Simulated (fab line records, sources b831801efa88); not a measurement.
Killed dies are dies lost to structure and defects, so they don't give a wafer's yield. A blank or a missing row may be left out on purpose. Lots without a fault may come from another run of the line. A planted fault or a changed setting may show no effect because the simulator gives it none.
fab line records | flow gf180mcu
record lots=24 wafers=72 last_day=34
route steps=602 shown SALICIDE@282 V1@350 M3@411 M5@536
lots that met no fault: from a run of the same line without faults
start_h: hours from the record's first day to the start of the lot's first wafer shown | wait_h: hours since the lot's step before | " the same as in the row above | L1.1+2: a row that stands for several wafers | - no value, or no start given | * or withheld: withheld | < > ~ a bound
route shown NAME@n: a module of which the file shows steps, and the number in the route of the first | usual: mean/standard deviation of fault-free wafers | same: alike in all rows | chamber/n: place in a boat | sites: the reading at each site | _std_site: their standard deviation | _edge_site: outer sites' mean less inner sites' | radius_mm: how far each site lies from the wafer's centre | mask NAME#n: copy n | behind: the tool/chamber that last shaped the wafer | hold: why the lot was held/for how many hours/how that ended | device: the transistor (n, p or np) that didn't switch | end of line: the same wafers' tests at the end of the route | a step without rows: its recipe alone | killed: dies lost to structure and defects at the first sort, not the wafer's yield | map: a wafer's dies, x killed, . not, _ none there
set.NAME: the setting as run; set.NAME@STEP: as run at that earlier step | model.NAME: the simulator's own value behind a step, which no gauge read
steps of the route over a sample of lots; a table a step, a row a wafer
services: from which hour (start_h, from the record's first day; less than 0 if before it) a tool's chamber was out of use, for how many hours, and why
## steps
# step GF_SALICIDE_RS_MEAS_04
# recipe thk_meas_gauge=four-point-probe reads=TiN_of_SALICIDE_SPUTTER_03+Co_of_SALICIDE_SPUTTER_02
# usual SALICIDE_TIN_RS=16.4/0.32
# columns lot.wafer tool chamber start_h wait_h SALICIDE_TIN_RS[ohm/sq]
L074.1 film_metro-01 - 343.81 0.0 16.4
L074.3 " - " " 16.5
L074.5 " - " " 16.2
L075.1 film_metro-01 - 344.57 0.0 16.5
L075.2 " - " " 16.5
L075.3 " - " " 16.0
L076.1 film_metro-04 - 355.60 0.0 16.2
L076.5 " - " " 16.4
L076.6 " - " " 16.0
L077.1 film_metro-04 - 363.45 0.0 16.6
L077.3 " - " " 16.5
L077.4 " - " " 16.3
L078.1 film_metro-03 - 376.26 0.0 16.6
L078.2 " - " " 16.6
L078.5 " - " " 16.7
L079.1 film_metro-04 - 382.81 0.0 17.1
L079.3 " - " " 16.9
L079.4 " - " " 17.2
L080.3 film_metro-03 - 399.07 0.1 16.2
L080.5 " - " " 16.5
L080.6 " - " " 16.1
L081.3 film_metro-03 - 404.53 0.1 16.8
L081.5 " - " " 17.0
L081.6 " - " " 17.1
L082.1 film_metro-04 - 414.69 0.0 16.0
L082.2 " - " " 15.9
L082.4 " - " " 15.9
L083.3 film_metro-03 - 420.65 0.1 16.8
L083.4 " - " " 16.8
L083.6 " - " " 16.7
L084.2 film_metro-03 - 426.18 0.0 16.7
L084.4 " - " " 16.9
L084.5 " - " " 16.7
L085.2 film_metro-01 - 434.11 0.0 16.6
L085.3 " - " " 16.8
L085.6 " - " " 16.6
L086.2 film_metro-04 - 450.64 0.0 16.2
L086.4 " - " " 16.5
L086.6 " - " " 16.2
L087.1 film_metro-01 - 456.92 0.0 16.2
L087.2 " - " " 16.2
L087.4 " - " " 15.9
L088.1 film_metro-03 - 463.61 0.0 16.4
L088.2 " - " " 16.4
L088.4 " - " " 16.1
L089.3 film_metro-04 - 471.81 0.1 16.5
L089.4 " - " " 16.7
L089.6 " - " " 16.5
L090.1 film_metro-04 - 479.33 0.0 15.9
L090.5 " - " " 16.4
L090.6 " - " " 16.0
L091.1 film_metro-01 - 485.57 0.0 16.6
L091.5 " - " " 16.6
L091.6 " - " " 16.7
L092.1 film_metro-01 - 492.31 0.0 16.1
L092.2 " - " " 16.5
L092.3 " - " " 16.4
L093.2 film_metro-01 - 509.00 0.0 16.6
L093.3 " - " " 16.8
L093.6 " - " " 16.5
L094.1 film_metro-03 - 511.78 0.0 16.1
L094.2 " - " " 16.4
L094.4 " - " " 16.2
L095.3 film_metro-03 - 519.92 0.1 15.9
L095.4 " - " " 16.2
L095.6 " - " " 16.2
L096.3 film_metro-03 - 530.37 0.1 16.6
L096.4 " - " " 16.1
L096.5 " - " " 16.6
L097.1 film_metro-03 - 538.67 0.0 16.1
L097.5 " - " " 16.1
L097.6 " - " " 16.3
# step GF_V1_OVL_MEAS_15
# usual V1_OVL=-2/5.3
# columns lot.wafer tool chamber start_h wait_h V1_OVL[nm]
L074.1 overlay-02 - 415.38 0.1 6
L074.3 " - " " 5
L074.5 " - " " 6
L075.1 overlay-02 - 416.07 0.1 -2
L075.2 " - " " -1
L075.3 " - " " -9
L076.1 overlay-02 - 431.52 0.1 4
L076.5 " - " " -10
L076.6 " - " " -8
L077.1 overlay-01 - 437.43 0.1 3
L077.3 " - " " 7
L077.4 " - " " -8
L078.1 overlay-01 - 450.92 0.1 -11
L078.2 " - " " -4
L078.5 " - " " -5
L079.1 overlay-02 - 458.52 0.1 6
L079.3 " - " " 1
L079.4 " - " " 1
L080.3 overlay-01 - 474.90 0.1 4
L080.5 " - " " 6
L080.6 " - " " -2
L081.3 overlay-02 - 481.25 0.1 2
L081.5 " - " " 1
L081.6 " - " " -3
L082.1 overlay-02 - 491.28 0.1 8
L082.2 " - " " -4
L082.4 " - " " -7
L083.3 overlay-02 - 498.09 0.1 0
L083.4 " - " " 2
L083.6 " - " " -1
L084.2 overlay-01 - 502.08 0.1 -3
L084.4 " - " " -5
L084.5 " - " " -8
L085.2 overlay-01 - 510.58 0.1 2
L085.3 " - " " -2
L085.6 " - " " -3
L086.2 overlay-02 - 526.52 0.1 -5
L086.4 " - " " -10
L086.6 " - " " -9
L087.1 overlay-02 - 531.44 0.1 -1
L087.2 " - " " 4
L087.4 " - " " -7
L088.1 overlay-01 - 536.52 0.1 -12
L088.2 " - " " -4
L088.4 " - " " 2
L089.3 overlay-01 - 546.49 0.1 -9
L089.4 " - " " -3
L089.6 " - " " -3
L090.1 overlay-01 - 552.43 0.1 -11
L090.5 " - " " -11
L090.6 " - " " -11
L091.1 overlay-01 - 558.89 0.1 -9
L091.5 " - " " 1
L091.6 " - " " 3
L092.1 overlay-02 - 564.04 0.1 -2
L092.2 " - " " -3
L092.3 " - " " 7
L093.2 overlay-01 - 581.27 0.1 2
L093.3 " - " " 9
L093.6 " - " " 2
L094.1 overlay-01 - 583.54 0.1 0
L094.2 " - " " -4
L094.4 " - " " -8
L095.3 overlay-02 - 590.59 0.1 -7
L095.4 " - " " -3
L095.6 " - " " -6
L096.3 overlay-01 - 600.58 0.1 6
L096.4 " - " " -1
L096.5 " - " " 1
L097.1 overlay-01 - 607.57 0.1 1
L097.5 " - " " -2
L097.6 " - " " -4
# step GF_M3_SPUTTER_02
# recipe material=AlCu target_thk_nm=450 power_w=10600 time_s=23.9 chamber_pressure_pa=0.4
# usual throttle_valve_pct=30.0/1
# columns lot.wafer tool chamber start_h wait_h throttle_valve_pct
L074.1 pvd_sputter-03 - 468.96 0.0 30.1
L074.3 " - " " 31.1
L074.5 " - " " 31.4
L075.1 pvd_sputter-04 - 469.20 0.0 29.8
L075.2 " - " " 28.8
L075.3 " - " " 31.1
L076.1 pvd_sputter-01 - 486.10 0.0 28.8
L076.5 " - " " 28.8
L076.6 " - " " 29.7
L077.1 pvd_sputter-01 - 489.81 0.0 31.3
L077.3 " - " " 29.6
L077.4 " - " " 29.0
L078.1 pvd_sputter-03 - 502.45 0.0 31.2
L078.2 " - " " 31.3
L078.5 " - " " 29.2
L079.1 pvd_sputter-04 - 511.51 0.0 28.7
L079.3 " - " " 30.5
L079.4 " - " " 31.2
L080.3 pvd_sputter-01 - 525.78 0.0 29.8
L080.5 " - " " 31.1
L080.6 " - " " 29.6
L081.3 pvd_sputter-03 - 532.29 0.0 31.0
L081.5 " - " " 30.2
L081.6 " - " " 28.9
L082.1 pvd_sputter-01 - 542.32 0.0 28.8
L082.2 " - " " 29.9
L082.4 " - " " 28.9
L083.3 pvd_sputter-04 - 549.12 0.0 30.6
L083.4 " - " " 31.6
L083.6 " - " " 29.5
L084.2 pvd_sputter-01 - 553.45 0.0 31.2
L084.4 " - " " 28.5
L084.5 " - " " 31.1
L085.2 pvd_sputter-04 - 560.33 0.0 28.4
L085.3 " - " " 30.8
L085.6 " - " " 29.6
L086.2 pvd_sputter-04 - 576.26 0.0 30.3
L086.4 " - " " 31.2
L086.6 " - " " 30.4
L087.1 pvd_sputter-01 - 580.98 0.0 31.0
L087.2 " - " " 28.9
L087.4 " - " " 29.7
L088.1 pvd_sputter-03 - 585.71 0.0 28.7
L088.2 " - " " 31.2
L088.4 " - " " 29.9
L089.3 pvd_sputter-03 - 594.95 0.0 28.8
L089.4 " - " " 31.4
L089.6 " - " " 28.7
L090.1 pvd_sputter-01 - 600.51 0.0 29.0
L090.5 " - " " 29.9
L090.6 " - " " 31.0
L091.1 pvd_sputter-03 - 607.15 0.0 28.8
L091.5 " - " " 30.2
L091.6 " - " " 28.9
L092.1 pvd_sputter-03 - 612.14 0.0 31.2
L092.2 " - " " 29.9
L092.3 " - " " 31.1
L093.2 pvd_sputter-04 - 627.78 0.0 31.3
L093.3 " - " " 30.0
L093.6 " - " " 29.6
L094.1 pvd_sputter-04 - 630.31 0.0 31.2
L094.2 " - " " 29.7
L094.4 " - " " 31.1
L095.3 pvd_sputter-01 - 637.10 0.0 28.6
L095.4 " - " " 29.0
L095.6 " - " " 29.0
L096.3 pvd_sputter-01 - 646.01 0.0 28.4
L096.4 " - " " 28.7
L096.5 " - " " 29.6
L097.1 pvd_sputter-03 - 656.32 0.0 28.7
L097.5 " - " " 31.5
L097.6 " - " " 30.1
# step GF_M3_SPUTTER_03
# recipe material=Ti target_thk_nm=10 substrate_temp_c=300 chamber_pressure_pa=0.3 power_w=3000 time_s=6.7
# usual throttle_valve_pct=29.9/0.97
# columns lot.wafer tool chamber start_h wait_h throttle_valve_pct
L074.1 pvd_sputter-03 - 468.99 0.0 29.9
L074.3 " - " " 30.9
L074.5 " - " " 31.3
L075.1 pvd_sputter-04 - 469.23 0.0 29.7
L075.2 " - " " 29.0
L075.3 " - " " 31.1
L076.1 pvd_sputter-01 - 486.13 0.0 28.9
L076.5 " - " " 29.0
L076.6 " - " " 29.9
L077.1 pvd_sputter-01 - 489.84 0.0 31.0
L077.3 " - " " 29.8
L077.4 " - " " 28.7
L078.1 pvd_sputter-03 - 502.48 0.0 31.4
L078.2 " - " " 31.3
L078.5 " - " " 28.7
L079.1 pvd_sputter-04 - 511.54 0.0 28.6
L079.3 " - " " 30.6
L079.4 " - " " 31.1
L080.3 pvd_sputter-01 - 525.81 0.0 29.7
L080.5 " - " " 31.3
L080.6 " - " " 29.7
L081.3 pvd_sputter-03 - 532.32 0.0 31.2
L081.5 " - " " 29.9
L081.6 " - " " 29.1
L082.1 pvd_sputter-01 - 542.35 0.0 28.9
L082.2 " - " " 29.9
L082.4 " - " " 29.1
L083.3 pvd_sputter-04 - 549.15 0.0 30.6
L083.4 " - " " 31.2
L083.6 " - " " 29.8
L084.2 pvd_sputter-01 - 553.48 0.0 31.1
L084.4 " - " " 28.6
L084.5 " - " " 30.9
L085.2 pvd_sputter-04 - 560.36 0.0 28.6
L085.3 " - " " 30.6
L085.6 " - " " 29.9
L086.2 pvd_sputter-04 - 576.29 0.0 30.6
L086.4 " - " " 31.1
L086.6 " - " " 30.3
L087.1 pvd_sputter-01 - 581.01 0.0 30.9
L087.2 " - " " 29.0
L087.4 " - " " 29.8
L088.1 pvd_sputter-03 - 585.74 0.0 28.8
L088.2 " - " " 31.0
L088.4 " - " " 29.8
L089.3 pvd_sputter-03 - 594.98 0.0 29.0
L089.4 " - " " 31.6
L089.6 " - " " 29.0
L090.1 pvd_sputter-01 - 600.54 0.0 29.0
L090.5 " - " " 29.7
L090.6 " - " " 31.2
L091.1 pvd_sputter-03 - 607.18 0.0 28.5
L091.5 " - " " 30.0
L091.6 " - " " 29.1
L092.1 pvd_sputter-03 - 612.17 0.0 31.4
L092.2 " - " " 29.7
L092.3 " - " " 31.2
L093.2 pvd_sputter-04 - 627.81 0.0 30.8
L093.3 " - " " 29.5
L093.6 " - " " 29.9
L094.1 pvd_sputter-04 - 630.34 0.0 31.1
L094.2 " - " " 29.8
L094.4 " - " " 31.0
L095.3 pvd_sputter-01 - 637.13 0.0 28.8
L095.4 " - " " 29.1
L095.6 " - " " 29.2
L096.3 pvd_sputter-01 - 646.04 0.0 29.0
L096.4 " - " " 29.1
L096.5 " - " " 29.8
L097.1 pvd_sputter-03 - 656.35 0.0 28.9
L097.5 " - " " 31.1
L097.6 " - " " 29.9
# step GF_M5_METAL_ETCH_10
# recipe chemistry=Cl2/BCl3 mask_material=KrF target_depth_nm=627.5 stop_on=SiO2 pressure_mtorr=8 icp_w=800 bias_w=140 Cl2_flow_sccm=80 bcl3_flow_sccm=40 time_s=104.6
# usual bias_w=139.9/0.45 drypump_motor_current_A=5.99/0.3 oes_product_au=0.971/0.007 throttle_valve_pct=28.252/0.012
# columns lot.wafer tool chamber start_h wait_h bias_w drypump_motor_current_A oes_product_au rf_hours_counter_h throttle_valve_pct
L074.1 rie_metal-04 1 611.64 0.0 139.4 5.33 0.967 10 28.276
L074.3 " 0 " " 139.3 6.03 0.959 - 28.273
L074.5 " 0 " " 139.3 6.03 0.963 - 28.261
L075.1 rie_metal-01 1 612.63 0.0 140.5 6.08 0.965 13 28.258
L075.2 " 0 " " 139.6 6.36 0.958 12 28.252
L075.3 " 0 " " 140.6 6.34 0.962 - 28.252
L076.1 rie_metal-01 0 626.24 0.0 140.3 6.37 0.970 12 28.263
L076.5 " 0 " " 140.0 6.39 0.972 - 28.242
L076.6 " 0 " " 140.3 6.36 0.965 - 28.257
L077.1 rie_metal-01 0 629.44 0.0 139.9 6.39 0.959 12 28.270
L077.3 " 0 " " 139.9 6.36 0.955 - 28.271
L077.4 " 0 " " 140.2 6.36 0.954 - 28.271
L078.1 rie_metal-04 0 639.73 0.0 140.4 6.01 0.966 9 28.263
L078.2 " 1 " " 140.0 5.37 0.971 11 28.219
L078.5 " 1 " " 140.2 5.38 0.982 - 28.229
L079.1 rie_metal-03 1 647.70 0.0 139.4 5.75 0.977 10 28.240
L079.3 " 0 " " 139.5 6.00 0.970 - 28.232
L079.4 " 1 " " 140.2 5.75 0.972 - 28.238
L080.3 rie_metal-01 1 659.75 0.1 140.1 6.12 0.966 - 28.263
L080.5 " 1 " " 139.7 6.08 0.966 - 28.239
L080.6 " 1 " " 139.7 6.09 0.959 - 28.277
L081.3 rie_metal-03 1 666.93 0.0 139.3 5.73 0.969 - 28.238
L081.5 " 0 " " 140.1 6.00 0.968 - 28.264
L081.6 " 1 " " 138.8 5.74 0.980 - 28.247
L082.1 rie_metal-01 1 675.14 0.0 139.8 6.07 0.965 1 28.259
L082.2 " 1 " " 139.4 6.09 0.973 - 28.237
L082.4 " 1 " " 139.8 6.07 0.970 - 28.253
L083.3 rie_metal-04 1 679.23 0.0 139.2 5.37 0.972 - 28.263
L083.4 " 0 " " 139.9 6.04 0.972 - 28.242
L083.6 " 0 " " 139.7 6.01 0.993 - 28.241
L084.2 rie_metal-01 0 685.69 0.0 141.1 6.38 0.961 0 28.262
L084.4 " 0 " " 140.8 6.37 0.969 - 28.255
L084.5 " 0 " " 140.3 6.37 0.971 - 28.265
L085.2 rie_metal-01 1 689.60 0.0 140.2 6.10 0.972 2 28.250
L085.3 " 1 " " 140.0 6.11 0.963 - 28.257
L085.6 " 1 " " 139.9 6.07 0.964 - 28.255
L086.2 rie_metal-04 0 703.87 0.0 140.0 6.00 0.975 - 28.232
L086.4 " 0 " " 140.2 6.02 0.977 - 28.230
L086.6 " 0 " " 139.8 6.02 0.974 - 28.250
L087.1 rie_metal-03 1 707.98 0.0 140.6 5.72 0.969 13 28.255
L087.2 " 1 " " 139.9 5.70 0.980 - 28.257
L087.4 " 1 " " 140.1 5.73 0.971 - 28.271
L088.1 rie_metal-01 1 712.28 0.0 139.6 6.11 0.973 3 28.237
L088.2 " 0 " " 139.4 6.37 0.968 1 28.255
L088.4 " 0 " " 139.9 6.35 0.974 - 28.239
L089.3 rie_metal-03 1 717.33 0.1 139.0 5.73 0.982 - 28.238
L089.4 " 1 " " 139.4 5.74 0.973 - 28.235
L089.6 " 1 " " 139.7 5.76 0.969 - 28.253
L090.1 rie_metal-03 0 724.98 0.0 139.8 5.99 0.976 0 28.251
L090.5 " 1 " " 139.8 5.73 0.978 - 28.268
L090.6 " 0 " " 140.4 5.99 0.977 - 28.253
L091.1 rie_metal-03 0 730.03 0.0 140.5 6.01 0.964 0 28.282
L091.5 " 0 " " 140.7 6.05 0.960 - 28.263
L091.6 " 1 " " 139.5 5.74 0.955 - 28.279
L092.1 rie_metal-03 1 733.14 0.0 139.9 5.72 0.978 14 28.239
L092.2 " 0 " " 139.5 5.97 0.980 1 28.237
L092.3 " 0 " " 139.6 5.96 0.979 - 28.254
L093.2 rie_metal-01 1 747.84 0.0 140.1 6.03 0.973 4 28.254
L093.3 " 1 " " 140.5 6.04 0.958 - 28.235
L093.6 " 0 " " 140.3 6.38 0.963 - 28.239
L094.1 rie_metal-04 1 749.98 0.0 139.9 5.36 0.983 2 28.234
L094.2 " 0 " " 139.5 6.03 0.978 0 28.251
L094.4 " 0 " " 140.1 6.02 0.973 - 28.251
L095.3 rie_metal-01 0 753.97 0.0 139.8 6.34 0.963 - 28.266
L095.4 " 1 " " 139.8 6.09 0.978 - 28.264
L095.6 " 1 " " 139.9 6.09 0.968 - 28.246
L096.3 rie_metal-01 1 762.23 0.0 139.6 6.08 0.964 - 28.252
L096.4 " 0 " " 140.2 6.40 0.970 - 28.233
L096.5 " 1 " " 139.2 6.10 0.971 - 28.249
L097.1 rie_metal-04 1 769.64 0.0 140.3 5.35 0.966 3 28.250
L097.5 " 0 " " 140.1 6.03 0.979 - 28.237
L097.6 " 1 " " 139.3 5.34 0.985 - 28.240
# step GF_M5_STRIP_11
# recipe chemistry=O2/N2 power_w=1400 pressure_mtorr=1500 platen_temp_c=250 o2_flow_sccm=3000 n2_flow_sccm=300 overash_fraction=0.5
# usual drypump_motor_current_A=6.0/0.49 heater_power_w=357/36 o2_flow_sccm=3001/9.2 oes_product_au=0.545/0.005 strip_time_to_endpoint_s=7.55/0.06
# same overash_fraction=0.5
# columns lot.wafer tool chamber start_h wait_h drypump_motor_current_A heater_power_w o2_flow_sccm oes_product_au rf_hours_counter_h strip_time_to_endpoint_s
L074.1 plasma_asher-04 0 611.75 0.1 6.0 407 3014 0.543 94 7.57
L074.3 " 0 " " 6.1 402 3011 0.546 - 7.50
L074.5 " 1 " " 6.6 384 3003 0.538 - 7.53
L075.1 plasma_asher-01 0 612.74 0.1 6.4 349 3008 0.545 84 7.60
L075.2 " 1 " " 5.5 312 3000 0.543 84 7.64
L075.3 " 1 " " 5.5 321 3002 0.544 - 7.62
L076.1 plasma_asher-01 1 626.46 0.2 5.4 315 2999 0.550 85 7.61
L076.5 " 0 " " 6.4 355 3001 0.548 - 7.60
L076.6 " 1 " " 5.4 312 3008 0.547 - 7.63
L077.1 plasma_asher-02 1 629.66 0.2 5.7 305 2993 0.548 22 7.66
L077.3 " 1 " " 5.7 308 3006 0.548 - 7.65
L077.4 " 0 " " 5.1 382 3011 0.540 - 7.65
L078.1 plasma_asher-01 1 639.84 0.1 5.5 317 3000 0.535 87 7.51
L078.2 " 0 " " 6.4 348 2997 0.541 87 7.52
L078.5 " 0 " " 6.4 349 2999 0.540 - 7.58
L079.1 plasma_asher-02 1 647.81 0.1 5.6 314 3012 0.538 23 7.48
L079.3 " 0 " " 5.2 381 3007 0.545 - 7.56
L079.4 " 1 " " 5.7 304 3005 0.544 - 7.48
L080.3 plasma_asher-04 1 659.93 0.1 6.6 398 2995 0.553 - 7.63
L080.5 " 1 " " 6.5 397 3000 0.547 - 7.64
L080.6 " 0 " " 6.0 395 2994 0.549 - 7.62
L081.3 plasma_asher-01 0 667.04 0.1 6.4 345 2991 0.548 - 7.54
L081.5 " 1 " " 5.4 315 2995 0.546 - 7.53
L081.6 " 0 " " 6.4 352 2980 0.537 - 7.50
L082.1 plasma_asher-04 1 675.36 0.2 6.6 391 3002 0.544 101 7.58
L082.2 " 0 " " 6.1 396 3004 0.545 101 7.65
L082.4 " 0 " " 6.0 400 2998 0.548 - 7.63
L083.3 plasma_asher-04 1 679.33 0.1 6.6 398 3022 0.545 - 7.57
L083.4 " 0 " " 6.1 405 3019 0.544 - 7.51
L083.6 " 1 " " 6.6 400 3013 0.559 - 7.56
L084.2 plasma_asher-01 1 685.80 0.1 5.4 318 3005 0.546 92 7.61
L084.4 " 1 " " 5.5 312 3002 0.546 - 7.63
L084.5 " 1 " " 5.4 312 3007 0.539 - 7.59
L085.2 plasma_asher-02 0 689.71 0.1 5.1 378 3015 0.536 28 7.57
L085.3 " 1 " " 5.6 310 3000 0.547 - 7.56
L085.6 " 1 " " 5.7 308 3001 0.553 - 7.55
L086.2 plasma_asher-04 1 704.06 0.1 6.5 404 3006 0.550 104 7.57
L086.4 " 0 " " 6.1 403 2992 0.549 - 7.55
L086.6 " 0 " " 6.1 400 2996 0.543 - 7.54
L087.1 plasma_asher-01 0 708.20 0.2 6.4 359 3005 0.537 94 7.47
L087.2 " 1 " " 5.5 320 3005 0.540 94 7.46
L087.4 " 0 " " 6.4 351 3019 0.535 - 7.48
L088.1 plasma_asher-01 0 712.39 0.1 6.4 343 2990 0.541 95 7.56
L088.2 " 1 " " 5.4 317 2995 0.551 95 7.60
L088.4 " 1 " " 5.4 309 3005 0.546 - 7.61
L089.3 plasma_asher-01 0 717.56 0.2 6.4 352 2994 0.551 - 7.54
L089.4 " 1 " " 5.4 322 3005 0.548 - 7.58
L089.6 " 1 " " 5.4 313 3003 0.547 - 7.51
L090.1 plasma_asher-04 1 725.09 0.1 6.6 397 3004 0.542 106 7.45
L090.5 " 1 " " 6.6 392 2987 0.546 - 7.48
L090.6 " 0 " " 6.1 403 3004 0.537 - 7.49
L091.1 plasma_asher-01 1 730.14 0.1 5.5 318 3017 0.539 96 7.41
L091.5 " 0 " " 6.4 340 3012 0.542 - 7.45
L091.6 " 1 " " 5.5 318 3002 0.541 - 7.47
L092.1 plasma_asher-01 1 733.25 0.1 5.4 322 2996 0.550 97 7.48
L092.2 " 0 " " 6.4 354 2991 0.539 97 7.50
L092.3 " 0 " " 6.4 347 2992 0.546 - 7.49
L093.2 plasma_asher-04 1 747.95 0.1 6.6 396 3009 0.548 0 7.57
L093.3 " 1 " " 6.6 393 3002 0.549 - 7.56
L093.6 " 1 " " 6.6 404 3008 0.547 - 7.58
L094.1 plasma_asher-02 1 750.09 0.1 5.7 305 3009 0.540 32 7.51
L094.2 " 0 " " 5.1 380 2994 0.543 32 7.53
L094.4 " 0 " " 5.1 377 2998 0.544 - 7.58
L095.3 plasma_asher-01 0 754.08 0.1 6.4 350 2997 0.545 - 7.56
L095.4 " 1 " " 5.4 312 2976 0.553 - 7.55
L095.6 " 1 " " 5.5 314 2980 0.549 - 7.60
L096.3 plasma_asher-04 1 762.34 0.1 6.6 400 2998 0.552 - 7.60
L096.4 " 0 " " 6.1 406 2984 0.552 - 7.62
L096.5 " 1 " " 6.6 398 2985 0.541 - 7.58
L097.1 plasma_asher-01 0 769.76 0.1 6.4 344 2993 0.536 101 7.50
L097.5 " 1 " " 5.4 311 3012 0.543 - 7.51
L097.6 " 0 " " 6.4 357 3008 0.534 - 7.46
## services
# columns tool chamber start_h hours kind
pvd_sputter-04 - 445.56 2.9 repair
plasma_asher-01 - 452.46 2.8 pm
rie_metal-03 1 494.81 2.1 repair
rie_metal-04 - 505.51 1.2 repair
rie_metal-01 0 555.06 6.4 repair
rie_metal-01 1 557.82 6.9 repair
rie_metal-03 - 560.04 4.3 pm
pvd_sputter-04 - 573.51 2.1 repair
rie_metal-03 - 597.38 0.6 repair
pvd_sputter-04 - 604.51 3.5 repair
pvd_sputter-01 - 615.46 2.5 repair
plasma_asher-02 - 622.36 0.9 repair
rie_metal-04 0 623.44 6.7 repair
rie_metal-01 1 624.75 4.2 repair
plasma_asher-02 - 630.60 13.3 repair
rie_metal-01 - 650.47 2.8 pm
pvd_sputter-01 3 665.08 - consumable_replace:kit
plasma_asher-01 - 669.61 4.3 repair
pvd_sputter-03 - 677.38 1.3 repair
rie_metal-04 1 686.45 9.8 repair
plasma_asher-02 - 704.41 7.2 repair
plasma_asher-02 - 731.98 9.0 repair
plasma_asher-04 - 733.75 9.0 pm
rie_metal-03 - 752.44 0.5 repair
## key
fault none
